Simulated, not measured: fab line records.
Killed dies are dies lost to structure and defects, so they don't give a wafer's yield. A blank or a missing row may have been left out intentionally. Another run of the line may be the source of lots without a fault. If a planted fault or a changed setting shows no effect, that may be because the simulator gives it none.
Struck lot and sound lot, side by side -- flow sky130 -- 35 out of 708 route steps
Sound: wafers L353.2, L353.5, L353.6. Wafers L345.1, L345.2, L345.5 were the ones struck. At the end, the cause is stated.
For every step that has rows: the tool of each side, followed by ch and its chambers, followed by its first start. Under that, the readings that differ: sound wafers -- struck wafers -- difference of the means -- sigmas: that difference in standard deviations of wafers without a fault.
alike: same words and numbers on both sides, and readings whose means sit less than 2 such deviations apart. not compared: any withheld reading, any reading some wafer has no value for, any bound like >300 that may hide the same value, and any number with overlapping values for which the record gives no deviation.
The two part at a step that has a row with sigmas, a row that says differs or no value, or rows on one side only. When numbers do not overlap yet have no deviation, they are printed without sigmas and do not part them. Lack of a reading on every wafer of one side parts them only where that side has two or more wafers.

first, 9 steps without rows for these wafers: SKY_METAL2_DEVELOP_14 (develop time 60 s); SKY_METAL2_DESCUM_17 (chemistry O2, time 8 s); SKY_METAL2_ETCH_18 (etches BARC in N2/H2, stops on SiO2, time 45.9 s, target depth 60 nm); SKY_METAL2_METAL_ETCH_19 (etches the open film in Cl2/BCl3, stops on SiO2, target depth 360 nm, time 78 s); SKY_METAL2_STRIP_20 (strips in O2/N2); SKY_METAL2_STRIP_21 (strips in post etch residue remover, time 1200 s); SKY_METAL2_CLEAN_22 (cleans in IPA, time 180 s); SKY_METAL2_CLEAN_23 (cleans in O3/DIW); SKY_VIA2_HDPCVD_00 (deposits SiO2, target thk 1180 nm, time 196.7 s).
SKY_VIA2_CMP_02: polishes SiO2.
  sound on cmp-01 ch 0,1,2, day 42 05:30; struck on cmp-02 ch 0,1,3, day 39 21:58
reading,sound,struck,difference,sigmas
model.SiO2_of_VIA2_HDPCVD_00.thk_nm (nm),495.6 494.2 494.9,446.1 446.3 445.5,-48.9,
  alike: motor_current_A, retaining_ring_pressure_frac
SKY_VIA2_BOW_MEAS_03:
  struck on film_metro-04, day 39 22:32; sound on film_metro-03, day 42 05:40
reading,sound,struck,difference,sigmas
VIA2_BOW (um),76 78 78,- - -,no value on the struck wafers,
  not compared: hold
then, 8 steps without rows for these wafers: SKY_VIA2_HMDS_05 (prime time 60 s); SKY_VIA2_COAT_06 (resist thk 60 nm); SKY_VIA2_COAT_07 (resist thk 450 nm); SKY_VIA2_SOFTBAKE_08 (time 90 s); SKY_VIA2_EXPOSE_09 (exposes mask VIM2, target cd 200 nm); SKY_VIA2_PEB_10; SKY_VIA2_DEVELOP_11 (develop time 60 s); SKY_VIA2_ETCH_14 (etches BARC in N2/H2, stops on SiO2, time 45.9 s, target depth 60 nm).
SKY_VIA2_ETCH_15: etches SiO2 in C4F8/O2/Ar, stops on TiN, target depth 546 nm, time 84 s.
  sound on rie_diel-02 ch 0,1, day 43 04:58; struck on rie_diel-01 ch 1,3, day 40 22:34
reading,sound,struck,difference,sigmas
oes_product_au (a.u.),0.944 0.934 0.939,0.883 0.883 0.888,-0.054,-11
model.etch.depth_nm (nm),495.6 494.2 494.9,446.1 446.3 445.5,-48.9,
model.VIA2.feature_depth_nm (nm),495.6 494.2 494.9,446.1 446.3 445.5,-48.9,
then, 13 steps without rows for these wafers: SKY_VIA2_STRIP_16 (strips in O2/N2); SKY_VIA2_STRIP_17 (strips in post etch residue remover, time 1200 s); SKY_VIA2_CLEAN_18 (cleans in IPA, time 180 s); SKY_VIA2_CLEAN_19 (cleans in O3/DIW); SKY_VIA2_SPUTTER_20 (material TiN, target thk 20 nm, time 80 s); SKY_VIA2_CVD_21 (deposits W, target thk 420 nm, time 126.4 s); SKY_VIA2_CMP_24 (polishes, stops on SiO2, t overpolish 20 s, target thk 0 nm); SKY_METAL3_SPUTTER_00 (material Ti, target thk 15 nm, time 10 s); SKY_METAL3_SPUTTER_01 (material TiN, target thk 20 nm, time 16.7 s); SKY_METAL3_SPUTTER_02 (material AlCu, target thk 735 nm, time 39.1 s); SKY_METAL3_SPUTTER_03 (material Ti, target thk 5 nm, time 3.3 s); SKY_METAL3_SPUTTER_04 (material TiN, target thk 70 nm, time 58.3 s); SKY_CAPM_CVD_00 (deposits SiO2, target thk 15.5 nm).
-- the record jumps here: 2 days lie between the struck wafers' starts before and after (it left off in module CAPM and takes up again in module METAL3, whose first step shown is number 532 of the route) --
SKY_METAL3_METAL_ETCH_18: etches the open film in Cl2/BCl3, stops on SiO2, target depth 845 nm, time 183.1 s.
  sound on rie_metal-04 ch 0,1, day 45 03:04; struck on rie_metal-01 ch 0,1, day 43 00:28
reading,sound,struck,difference,sigmas
model.SiO2_of_VIA2_HDPCVD_00.thk_nm (nm),465 463.6 465,416.9 416.5 416.2,-48.0,
  alike: drypump_motor_current_A, oes_product_au, throttle_valve_pct
  not compared: rf_hours_counter_h
-- the record jumps here: 6 days lie between the struck wafers' starts before and after (it left off in module METAL3 and takes up again in module PAD_OPEN, whose first step shown is number 708 of the route) --
SKY_PAD_OPEN_PROBE_99:
  struck on prober-01, day 49 11:23; sound on prober-01, day 50 23:35
reading,sound,struck,difference,sigmas
sort_bin_3_pad_short (%),1.4 1.8 1.6,0.6 0.8 0.8,-0.9,-2
  alike: defect_limited_yield, killed_at_M0_to_M3, killed_at_M4_up, killed_at_contacts, killed_at_front_end, killed_at_other, killed_dies, killed_on_rim, killed_open, killed_short, sort_bin_5_function, sort_bin_6_memory, sort_n_pass, sort_yield_pct

== WHERE THEY PART ==
Earliest at SKY_VIA2_BOW_MEAS_03; latest, in this record, at SKY_PAD_OPEN_PROBE_99.

WHY: what the simulator had put in
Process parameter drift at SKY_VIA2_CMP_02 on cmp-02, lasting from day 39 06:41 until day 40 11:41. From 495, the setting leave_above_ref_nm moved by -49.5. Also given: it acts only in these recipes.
